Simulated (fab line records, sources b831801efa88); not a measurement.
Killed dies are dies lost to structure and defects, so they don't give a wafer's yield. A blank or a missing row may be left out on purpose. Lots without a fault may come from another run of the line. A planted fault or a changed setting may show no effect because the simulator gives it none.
Which tool did it? | flow sfq_line | 7 lots, 21 wafers sampled, at 2 steps of a route of 325

WHAT THE GAUGES READ, wafer by wafer
SFQ_I0_BOW_MEAS_907.
lot  | measured     | on            | I0_BOW (um)
L978 | day 8 12:43  | film_metro-01 | 10 10 8
L980 | day 8 19:07  | film_metro-01 | 4 4 1
L985 | day 10 07:19 | film_metro-03 | 10 7 2
L988 | day 11 01:05 | film_metro-01 | 15 5 -3
L993 | day 12 07:17 | film_metro-03 | -2 5 -6
L995 | day 13 01:55 | film_metro-01 | -6 1 9
L100 | day 14 11:59 | film_metro-01 | 21 7 8

WHICH TOOL RAN EACH LOT (tool, then ch and the chambers of the sampled wafers, then the start)
lot  | SFQ_TRILAYER_M0_BARC_OPEN_METAL_ETCH_031
L978 | rie_metal-04 ch 0,1, day 8 01:35
L980 | rie_metal-02 ch 0,1, day 8 11:11
L985 | rie_metal-02 ch 0,1, day 9 20:48
L988 | rie_metal-04 ch 0,1, day 10 15:59
L993 | rie_metal-03 ch 0,1, day 12 02:53
L995 | rie_metal-02 ch 1, day 12 19:29
L100 | rie_metal-04 ch 0,1, day 14 05:05
- SFQ_TRILAYER_M0_BARC_OPEN_METAL_ETCH_031: etches BARC in O2, target depth 125 nm, time 41.7 s.

THE ANSWER, worked out from the rows above alone
Rule: what is usual is taken from the lots themselves. Put in order of their means at a reading, lots are off if they are a third of the lots or fewer, leave a main group of 4 or more, and stand apart from it by a gap of 3 or more times the standard deviation of the main group's means; of several such gaps the widest counts. A main group whose means are all the same, to the digits that the tables above print for the reading, isn't used. A lot without any number at a reading at which 4 lots or more have one is off too. The other lots that the step has rows for count as sound.
No lot is off at any reading shown: from this, nothing can be told.

WHAT THE SIMULATOR HAD PUT IN
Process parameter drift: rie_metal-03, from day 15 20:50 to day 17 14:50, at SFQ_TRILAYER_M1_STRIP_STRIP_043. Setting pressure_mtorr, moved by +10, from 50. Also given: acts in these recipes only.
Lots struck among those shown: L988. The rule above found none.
